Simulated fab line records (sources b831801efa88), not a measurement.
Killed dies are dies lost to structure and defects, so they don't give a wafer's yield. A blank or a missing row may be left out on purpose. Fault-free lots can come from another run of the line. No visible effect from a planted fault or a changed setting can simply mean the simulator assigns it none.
Struck lot and sound lot, side by side + flow sky130 + 20 steps out of a route of 708
Sound: wafers L685.2, L685.3, L685.5. Struck: wafers L692.2, L692.5, L692.6. At the end, the cause is stated.
Order at every step that has rows: each side's tool, ch and its chambers, its first start. Under that, the readings that differ: sound wafers + struck wafers + difference of the means + sigmas: that difference in standard deviations of wafers without a fault.
alike: readings whose means differ by less than 2 such deviations, and words and numbers that are the same on both sides. not compared: withheld readings, readings that some wafer has no value for, bounds like >300 that may hide the same value, and numbers for which the record gives no deviation and whose values overlap.
Wherever a step has rows on one side only, a row that says differs or no value, or a row with sigmas, the two part there. Numbers that don't overlap but have no deviation are shown without sigmas and don't part them. A reading missing from all wafers of one side parts the sides only when that side holds two or more wafers.

first, 6 steps without rows for these wafers: SKY_VT_ADJUST_PCH_HMDS_01 (prime time 60 s); SKY_VT_ADJUST_PCH_COAT_02 (resist thk 3000 nm); SKY_VT_ADJUST_PCH_SOFTBAKE_03; SKY_VT_ADJUST_PCH_EXPOSE_04 (exposes mask NWM, target cd 840 nm); SKY_VT_ADJUST_PCH_PEB_05; SKY_VT_ADJUST_PCH_DEVELOP_06 (develop time 60 s).
SKY_VT_ADJUST_PCH_OVL_MEAS_07:
  struck on overlay-02, day 14 03:32; sound on overlay-01, day 11 22:55
  alike: VT_ADJUST_PCH_OVL
following that, these wafers have no rows for 1 step: SKY_VT_ADJUST_PCH_IMPLANT_08.
SKY_VT_ADJUST_PCH_STRIP_09: strips in O2/N2.
  sound on plasma_asher-01 ch 0,1, day 11 23:05; struck on plasma_asher-03 ch 0,1, day 14 03:43
  alike: drypump_motor_current_A, oes_product_au, strip_time_to_endpoint_s
  not compared: rf_hours_counter_h
SKY_VT_ADJUST_PCH_TW_MEAS_10:
  struck on film_metro-02, day 14 03:50; sound on film_metro-02, day 11 23:12
  alike: VT_ADJUST_PCH_TW
then, 2 steps without rows for these wafers: SKY_SONOS_TUNNEL_DEHYDRATE_00 (time 60 s); SKY_SONOS_TUNNEL_HMDS_01 (prime time 60 s).
SKY_SONOS_TUNNEL_COAT_02: resist thk 1140 nm.
  struck on litho_track-03, day 14 16:50; sound on litho_track-03 ch 0, day 12 11:32
  no value came back on the struck wafers for chill_plate_temp_C (C), dispense_pressure_kPa (kPa); on the sound wafers chill_plate_temp_C (C) reads 23.30 22.94 23.14
then, 4 steps without rows for these wafers: SKY_SONOS_TUNNEL_SOFTBAKE_03 (time 60 s); SKY_SONOS_TUNNEL_EXPOSE_04 (exposes mask TUNM, target cd 410 nm); SKY_SONOS_TUNNEL_PEB_05; SKY_SONOS_TUNNEL_DEVELOP_06 (develop time 60 s).
SKY_SONOS_TUNNEL_CD_MEAS_07: the cd target is 410 nm.
  struck on cd_sem-02, day 15 06:46; sound on cd_sem-01, day 12 23:58
| reading    | sound             | struck | difference                    | sigmas |
|------------|-------------------|--------|-------------------------------|--------|
| cd_nm (nm) | 407.8 408.1 409.4 | - - -  | no value on the struck wafers |        |
SKY_SONOS_TUNNEL_OVL_MEAS_08:
  struck on overlay-02, day 15 06:53; sound on overlay-02, day 13 00:05
| reading               | sound          | struck | difference                    | sigmas |
|-----------------------|----------------|--------|-------------------------------|--------|
| SONOS_TUNNEL_OVL (nm) | -0.4 -2.2 -0.9 | - - -  | no value on the struck wafers |        |
-- record jumps: 34 days separate the struck wafers' starts on either side; left off in module SONOS_TUNNEL, taken up again in module PAD_OPEN, whose first shown step is the route's number 708 --
SKY_PAD_OPEN_PROBE_99:
  only the struck wafers here have rows in the record (prober-01, day 49 00:32); the sound ones have none

WHERE THEY PART
Earliest at SKY_SONOS_TUNNEL_COAT_02; latest, in this record, at SKY_PAD_OPEN_PROBE_99.

WHY: whatever the simulator had introduced
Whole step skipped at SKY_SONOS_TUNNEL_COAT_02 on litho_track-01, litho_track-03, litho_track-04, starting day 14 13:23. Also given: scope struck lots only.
